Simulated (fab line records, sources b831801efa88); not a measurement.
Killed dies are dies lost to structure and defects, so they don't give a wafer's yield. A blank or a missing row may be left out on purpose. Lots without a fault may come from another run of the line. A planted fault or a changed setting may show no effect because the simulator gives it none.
A struck lot beside a sound one | flow sky130 | 15 steps out of a route of 708
Sound: wafers L961.1, L961.3, L961.5. Struck: wafers L965.1, L965.4, L965.6. The cause comes at the end.
At each step with rows: each side's tool, then ch and its chambers, then its first start. Under that, the readings that differ: sound wafers | struck wafers | difference of the means | sigmas: that difference in standard deviations of wafers without a fault.
alike: readings whose means differ by less than 2 such deviations, and words and numbers that are the same on both sides. not compared: withheld readings, readings that some wafer has no value for, bounds like >300 that may hide the same value, and numbers for which the record gives no deviation and whose values overlap.
The two part at a step that has a row with sigmas, a row that says differs or no value, or rows on one side only. Numbers that don't overlap but have no deviation are shown without sigmas and don't part them. A reading that every wafer of one side lacks parts them only if that side has two wafers or more.

first, 4 steps without rows for these wafers: SKY_LDD_N_SOFTBAKE_03 (time 60 s); SKY_LDD_N_EXPOSE_04 (exposes mask NTM, target cd 840 nm); SKY_LDD_N_PEB_05; SKY_LDD_N_DEVELOP_06 (develop time 60 s).
SKY_LDD_N_OVL_MEAS_07:
  sound on overlay-02, day 19 18:52; struck on overlay-01, day 20 16:19
  alike: LDD_N_OVL
then, 7 steps without rows for these wafers: SKY_LDD_N_IMPLANT_08; SKY_LDD_N_IMPLANT_09; SKY_LDD_N_IMPLANT_10; SKY_LDD_N_IMPLANT_11; SKY_LDD_N_IMPLANT_12; SKY_LDD_N_IMPLANT_13; SKY_LDD_N_IMPLANT_14.
SKY_LDD_N_IMPLANT_15:
  sound on implanter-01 ch 0, day 19 19:58; struck on implanter-03 ch 0, day 20 17:25
  reading            | sound            | struck            | difference | sigmas
  beam_on_s (s)      | 10.11 9.59 10.05 | 14.30 14.65 13.86 | +4.35      | +22
  faraday_current_uA | 27.9 29.4 28.0   | 19.7 19.3 20.4    | -8.6       | -15
SKY_LDD_N_STRIP_16: strips in O2/N2.
  sound on plasma_asher-02 ch 0,1, day 19 20:07; struck on plasma_asher-03 ch 0,1, day 20 17:34
  alike: chamber_pressure_mTorr, drypump_motor_current_A, oes_product_au, strip_time_to_endpoint_s
  not compared: rf_hours_counter_h
-- the record jumps here: 27 days lie between the struck wafers' starts before and after (it left off in module LDD_N and takes up again in module PAD_OPEN, whose first step shown is number 708 of the route) --
SKY_PAD_OPEN_PROBE_99:
  sound on prober-02, day 47 16:40; struck on prober-01, day 48 03:26
  reading                                   | sound               | struck               | difference | sigmas
  model.etest.nfet_01v8_turned.vt_sat_v (V) | 0.6626 0.672 0.6618 | 0.6868 0.6764 0.6927 | +0.0198    |
  alike: killed_at_M0_to_M3, killed_at_M4_up, killed_at_contacts, killed_at_front_end, killed_at_other, killed_dies, killed_on_rim, killed_open, killed_short
  not compared: model.etest.nfet_01v8_turned.vt_v

WHERE THEY PART
Only at SKY_LDD_N_IMPLANT_15, within this record. Later steps at which nothing parts them and some readings are alike: SKY_LDD_N_STRIP_16, SKY_PAD_OPEN_PROBE_99.

WHY: what the simulator had put in
Process parameter drift: implanter-03, from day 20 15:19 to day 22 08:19, at SKY_LDD_N_IMPLANT_15. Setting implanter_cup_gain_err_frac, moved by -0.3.
